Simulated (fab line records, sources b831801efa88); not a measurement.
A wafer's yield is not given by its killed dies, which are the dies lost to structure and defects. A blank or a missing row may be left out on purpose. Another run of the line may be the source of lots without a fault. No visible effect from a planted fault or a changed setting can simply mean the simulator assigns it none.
Chamber matching	flow sky130	hdpcvd-02 running SKY_LI_CONTACT_HDPCVD_00: 3 sister chambers
The step deposits PSG, target thk 930 nm, time 155 s. 16 wafers are shown with their chamber, then 7 later ones without.

## WAFERS, EACH WITH ITS CHAMBER
wafer	chamber	run length s (s)
L717.2	1	183.7
L717.4	1	183.6
L717.6	2	181.9
L719.3	2	181.8
L719.4	1	184.0
L719.5	2	181.8
L720.2	2	182.0
L722.2	0	182.3
L729.1	1	184.1
L729.3	2	182.1
L729.4	2	182.6
L731.2	2	181.9
L731.3	0	182.6
L731.4	1	184.8
L732.1	1	184.2
L732.2	2	182.6

SIGNATURES (means of the wafers above)
reading	chamber 0	chamber 1	chamber 2	scatter within a chamber
run length s	182.450	184.067	182.088	0.364
Rule: a wafer lies at a distance from a chamber equal to the root of the sum of squares, over the readings, of (its reading less the chamber's mean, divided by the reading's scatter). If the next closest chamber is less than 2 further off than the closest, the wafer can't be placed; otherwise it belongs to the closest. The scatter: the root of (the sum of the squares of (reading less its chamber's mean) over the shown wafers, divided by (wafers less chambers)).

## WAFERS WHOSE CHAMBER IS MISSING
wafer	run length s (s)
L732.5	182.2
L733.1	181.8
L733.3	184.2
L733.5	182.8
L735.2	182.0
L735.3	182.9
L735.5	182.8

## EACH ONE'S CHAMBER
wafer	from the rows above	in truth
L732.5	can't be placed: 2 or 0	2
L733.1	can't be placed: 2 or 0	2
L733.3	1	1
L733.5	can't be placed: 0 or 2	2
L735.2	can't be placed: 2 or 0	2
L735.3	can't be placed: 0 or 2 or 1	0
L735.5	can't be placed: 0 or 2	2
1 of 7 placed correctly. Cannot be placed on the basis of these rows: 6; the candidates contain the true chamber in 6. 0 placed wrongly.
